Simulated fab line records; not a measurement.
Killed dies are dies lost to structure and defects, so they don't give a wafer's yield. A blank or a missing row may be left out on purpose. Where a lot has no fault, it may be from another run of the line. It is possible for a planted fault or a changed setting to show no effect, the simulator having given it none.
Which tool did it? | flow sky130 | Sampling: 6 lots, 17 wafers, 2 of 708 route steps

== WHAT EACH GAUGE READ, for each wafer ==
SKY_FIELD_ISO_THK_MEAS_25.
lot  | measured    | on            | FIELD_ISO_CVD_24_THK (nm)
L539 | day 2 16:20 | film_metro-03 | 600 595 590
L542 | day 3 03:55 | film_metro-01 | 593 593 587
L544 | day 3 14:37 | film_metro-02 | 593 599 594
L546 | day 4 02:35 | film_metro-01 | 599 601 599
L553 | day 5 12:32 | film_metro-01 | 273 597
L559 | day 6 20:20 | film_metro-02 | 589 594 598

== WHICH TOOL RAN EACH LOT (tool, then ch and the chambers of the sampled wafers, then the start) ==
lot  | SKY_FIELD_ISO_CVD_24
L539 | hdpcvd-01 ch 0,1, day 2 16:15
L542 | hdpcvd-01 ch 1,2, day 3 03:50
L544 | hdpcvd-01 ch 0,1,2, day 3 14:32
L546 | hdpcvd-01 ch 0,1, day 4 02:31
L553 | hdpcvd-01 ch 0,1, day 5 12:27
L559 | hdpcvd-02 ch 0,1, day 6 20:16
- SKY_FIELD_ISO_CVD_24: deposits SiO2, target thk 595 nm, time 99.2 s.

== THE ANSWER, worked out from the rows above alone ==
Rule: what is usual is taken from the lots themselves. Put in order of their means at a reading, lots are off if they are a third of the lots or fewer, leave a main group of 4 or more, and stand apart from it by a gap of 3 or more times the standard deviation of the main group's means; of several such gaps the widest counts. The tables above print the reading to a certain number of digits; a main group whose means all agree to those digits is not used. A lot without any number at a reading at which 4 lots or more have one is off too. All remaining lots with rows at the step are treated as sound.
Off: at SKY_FIELD_ISO_THK_MEAS_25 (FIELD_ISO_CVD_24_THK), L553. The main group: mean 595 nm, standard deviation 2.8.
If a tool, at a process step before that reading, ran all the lots that are off and no sound lot after the first of them, it fits. Those tools and the gauges at SKY_FIELD_ISO_THK_MEAS_25 are tried in the same way. Can't be told from this: 2 tools fit, hdpcvd-01 at SKY_FIELD_ISO_CVD_24, film_metro-01 at SKY_FIELD_ISO_THK_MEAS_25.

== WHAT THE SIMULATOR PUT IN ==
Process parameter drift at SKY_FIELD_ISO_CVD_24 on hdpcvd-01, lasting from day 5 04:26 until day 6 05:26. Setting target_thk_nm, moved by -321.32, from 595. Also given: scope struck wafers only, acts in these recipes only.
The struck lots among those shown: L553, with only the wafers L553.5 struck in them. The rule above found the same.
